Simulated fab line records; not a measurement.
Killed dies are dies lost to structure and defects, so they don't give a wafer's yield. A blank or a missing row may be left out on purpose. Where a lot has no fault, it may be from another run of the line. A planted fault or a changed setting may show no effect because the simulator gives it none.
Matching of chambers || flow gf180mcu || GF_V2_CMP_26 on cmp-02 has 4 sister chambers
The step polishes, stops on SiO2, t overpolish 15 s, target thk 0 nm. 14 wafers are shown with their chamber, then 7 later ones without.

## WAFERS WITH THEIR CHAMBER
{"wafer": "L295.2", "chamber": 2, "motor-current-A (A)": 11.0, "time-to-endpoint-s (s)": 86, "overpolish-run-s (s)": 15.001}
{"wafer": "L295.4", "chamber": 0, "motor-current-A (A)": 10.3, "time-to-endpoint-s (s)": 82, "overpolish-run-s (s)": 14.991}
{"wafer": "L295.5", "chamber": 3, "motor-current-A (A)": 10.2, "time-to-endpoint-s (s)": 89, "overpolish-run-s (s)": 14.979}
{"wafer": "L299.4", "chamber": 2, "motor-current-A (A)": 11.3, "time-to-endpoint-s (s)": 83, "overpolish-run-s (s)": 15.004}
{"wafer": "L299.5", "chamber": 3, "motor-current-A (A)": 9.9, "time-to-endpoint-s (s)": 86, "overpolish-run-s (s)": 15.004}
{"wafer": "L299.6", "chamber": 2, "motor-current-A (A)": 11.4, "time-to-endpoint-s (s)": 83, "overpolish-run-s (s)": 15.009}
{"wafer": "L307.2", "chamber": 0, "motor-current-A (A)": 9.7, "time-to-endpoint-s (s)": 81, "overpolish-run-s (s)": 15.017}
{"wafer": "L307.3", "chamber": 1, "motor-current-A (A)": 9.5, "time-to-endpoint-s (s)": 84, "overpolish-run-s (s)": 15.011}
{"wafer": "L307.5", "chamber": 0, "motor-current-A (A)": 10.6, "time-to-endpoint-s (s)": 81, "overpolish-run-s (s)": 14.980}
{"wafer": "L310.2", "chamber": 1, "motor-current-A (A)": 10.2, "time-to-endpoint-s (s)": 80, "overpolish-run-s (s)": 14.998}
{"wafer": "L310.3", "chamber": 0, "motor-current-A (A)": 10.2, "time-to-endpoint-s (s)": 82, "overpolish-run-s (s)": 14.999}
{"wafer": "L310.6", "chamber": 1, "motor-current-A (A)": 9.2, "time-to-endpoint-s (s)": 84, "overpolish-run-s (s)": 15.004}
{"wafer": "L314.3", "chamber": 2, "motor-current-A (A)": 10.8, "time-to-endpoint-s (s)": 82, "overpolish-run-s (s)": 15.005}
{"wafer": "L314.5", "chamber": 2, "motor-current-A (A)": 11.0, "time-to-endpoint-s (s)": 85, "overpolish-run-s (s)": 15.009}

SIGNATURES (means of the wafers above)
{"reading": "motor-current-A", "chamber 0": 10.200, "chamber 1": 9.633, "chamber 2": 11.100, "chamber 3": 10.050, "scatter within a chamber": 0.351}
{"reading": "time-to-endpoint-s", "chamber 0": 81.50, "chamber 1": 82.67, "chamber 2": 83.80, "chamber 3": 87.50, "scatter within a chamber": 1.64}
{"reading": "overpolish-run-s", "chamber 0": 14.99675, "chamber 1": 15.00433, "chamber 2": 15.00560, "chamber 3": 14.99150, "scatter within a chamber": 0.0108}
Rule: a wafer lies at a distance from a chamber equal to the root of the sum of squares, over the readings, of (its reading less the chamber's mean, divided by the reading's scatter). The wafer belongs to the nearest chamber; if the next one is less than 2 further off, it can't be placed. The scatter: take each reading less its chamber's mean, square it, sum over the shown wafers, divide by the number of wafers less the number of chambers, and take the root.

## WAFERS WITH NO CHAMBER GIVEN
{"wafer": "L314.6", "motor-current-A (A)": 10.0, "time-to-endpoint-s (s)": 82, "overpolish-run-s (s)": 14.993}
{"wafer": "L315.1", "motor-current-A (A)": 10.1, "time-to-endpoint-s (s)": 82, "overpolish-run-s (s)": 14.994}
{"wafer": "L315.2", "motor-current-A (A)": 9.6, "time-to-endpoint-s (s)": 82, "overpolish-run-s (s)": 15.003}
{"wafer": "L315.3", "motor-current-A (A)": 10.1, "time-to-endpoint-s (s)": 96, "overpolish-run-s (s)": 15.002}
{"wafer": "L316.1", "motor-current-A (A)": 10.0, "time-to-endpoint-s (s)": 90, "overpolish-run-s (s)": 15.005}
{"wafer": "L316.2", "motor-current-A (A)": 10.0, "time-to-endpoint-s (s)": 83, "overpolish-run-s (s)": 14.993}
{"wafer": "L316.3", "motor-current-A (A)": 10.3, "time-to-endpoint-s (s)": 85, "overpolish-run-s (s)": 14.995}

## WHICH CHAMBER EACH WENT THROUGH
{"wafer": "L314.6", "from the rows above": "can't be placed: 0 or 1", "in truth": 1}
{"wafer": "L315.1", "from the rows above": "can't be placed: 0 or 1", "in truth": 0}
{"wafer": "L315.2", "from the rows above": "can't be placed: 1 or 0", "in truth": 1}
{"wafer": "L315.3", "from the rows above": 3, "in truth": 3}
{"wafer": "L316.1", "from the rows above": 3, "in truth": 3}
{"wafer": "L316.2", "from the rows above": "can't be placed: 0 or 1 or 3", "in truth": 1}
{"wafer": "L316.3", "from the rows above": "can't be placed: 3 or 0 or 1 or 2", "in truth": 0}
Correct placement for 2 of the 7. Cannot be placed on the basis of these rows: 5; the candidates contain the true chamber in 5. Placed wrongly: 0.
